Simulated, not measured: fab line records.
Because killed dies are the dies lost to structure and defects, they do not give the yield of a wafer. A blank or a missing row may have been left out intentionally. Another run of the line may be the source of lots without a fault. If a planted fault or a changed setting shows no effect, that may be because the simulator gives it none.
What tool caused it? -- flow gf180mcu -- 12 lots with 36 wafers sampled at 3 steps, on a route of 602 steps

## WHAT EACH GAUGE READ, for each wafer
GF_NSD_TW_MEAS_12. Usual: NSD_TW gives 4203 (standard deviation 42).
lot,measured,on,NSD_TW,flag
L867,day 13 17:51,film metro-04,4155 4170 4173,
L868,day 14 08:32,film metro-04,4178 4159 4158,
L869,day 14 03:47,film metro-02,4274 4288 4297,
L870,day 14 08:14,film metro-03,4186 4193 4196,
L871,day 15 00:32,film metro-03,4223 4219 4221,
L872,day 15 03:17,film metro-03,4262 4240 4225,
L873,day 15 17:15,film metro-04,4178 4149 4162,
L874,day 15 17:26,film metro-03,4216 4208 4234,
L875,day 15 16:03,film metro-04,4169 4190 4181,
L876,day 16 09:41,film metro-03,4198 4189 4198,
L877,day 16 22:54,film metro-02,4305 4313 4279,
L878,day 16 23:52,film metro-03,4162 4171 4181,

## EACH LOT AND THE TOOL THAT RAN IT (in order: tool; ch and the chambers of the sampled wafers; start)
lot,GF_STI_COAT_07,GF_STI_STRIP_15
L867,"litho track-04 ch 0, day 1 20:04","plasma asher-03 ch 0,1, day 2 01:44"
L868,"litho track-03 ch 0, day 2 07:23","plasma asher-02 ch 0,1, day 2 12:56"
L869,"litho track-01 ch 0, day 2 07:28","plasma asher-03 ch 0,1, day 2 13:25"
L870,"litho track-04 ch 0, day 2 14:10","plasma asher-02 ch 0,1, day 2 19:41"
L871,"litho track-03 ch 0, day 2 20:11","plasma asher-04 ch 0,1, day 3 02:22"
L872,"litho track-04 ch 0, day 2 20:22","plasma asher-02 ch 0,1, day 3 02:35"
L873,"litho track-01 ch 0, day 3 07:10","plasma asher-02 ch 0,1, day 3 13:56"
L874,"litho track-04 ch 0, day 3 08:31","plasma asher-04 ch 0,1, day 3 15:20"
L875,"litho track-04 ch 0, day 3 11:46","plasma asher-04 ch 0,1, day 3 19:05"
L876,"litho track-04 ch 0, day 3 16:49","plasma asher-02 ch 0,1, day 3 23:20"
L877,"litho track-04 ch 0, day 3 21:26","plasma asher-02 ch 0,1, day 4 04:29"
L878,"litho track-04 ch 0, day 4 02:58","plasma asher-03 ch 0,1, day 4 10:19"
- GF_STI_COAT_07: resist thk 700 nm.
- GF_STI_STRIP_15: strips in O2/N2.

## AS READ BY THE TOOLS THEMSELVES (means over the sampled wafers that have a number; for cases with no such wafer, the mark the record gives instead)
GF_STI_STRIP_15. Usual: drypump motor current A 5.7 A, standard deviation 0.56; heater power w 318 W, standard deviation 27; oes product au 0.384 a.u., standard deviation 0.005; strip time to endpoint s 3.73 s, standard deviation 0.068.
lot,tool,drypump motor current A (A),heater power w (W),oes product au (a.u.),strip time to endpoint s (s),flag
L867,plasma asher-03,6.3,299,0.383,3.70,
L868,plasma asher-02,5.3,316,0.387,3.75,
L869,plasma asher-03,5.9,290,0.388,3.77,
L870,plasma asher-02,5.6,320,0.390,3.77,
L871,plasma asher-04,5.9,355,0.385,3.79,
L872,plasma asher-02,5.3,309,0.383,3.72,
L873,plasma asher-02,5.6,318,0.386,3.71,
L874,plasma asher-04,5.6,335,0.384,3.78,
L875,plasma asher-04,5.9,351,0.388,3.72,
L876,plasma asher-02,5.6,320,0.388,3.80,
L877,plasma asher-02,5.3,313,0.403,4.11,OFF
L878,plasma asher-03,5.9,294,0.398,4.11,OFF

## THE ANSWER, worked out from the rows above alone
Rule: lot off if the mean of its wafers having a number is beyond 3 standard deviations from the usual mean. Also off: a lot with no number at a reading for which 4 or more lots have one. All remaining lots with rows at the step are treated as sound. First the gauges in route order, then the tools' own readings, where a lot's mean is used as printed above. The first step at which some lot is off is used, and at that step the reading that is off furthest; a lot without a number counts as furthest.
Off at GF_STI_STRIP_15 (strip time to endpoint s): L877, L878.
If a tool, at that step or one of the process steps before it, ran each lot that is off and ran no sound lot following the first of them, it fits. One candidate fits, namely litho track-04 at GF_STI_COAT_07. A fault onset in the window from L876 (day 3 16:49, its last sound lot) to L877 (day 3 21:26, its first lot off) fits.

## WHAT HAD BEEN PUT IN BY THE SIMULATOR
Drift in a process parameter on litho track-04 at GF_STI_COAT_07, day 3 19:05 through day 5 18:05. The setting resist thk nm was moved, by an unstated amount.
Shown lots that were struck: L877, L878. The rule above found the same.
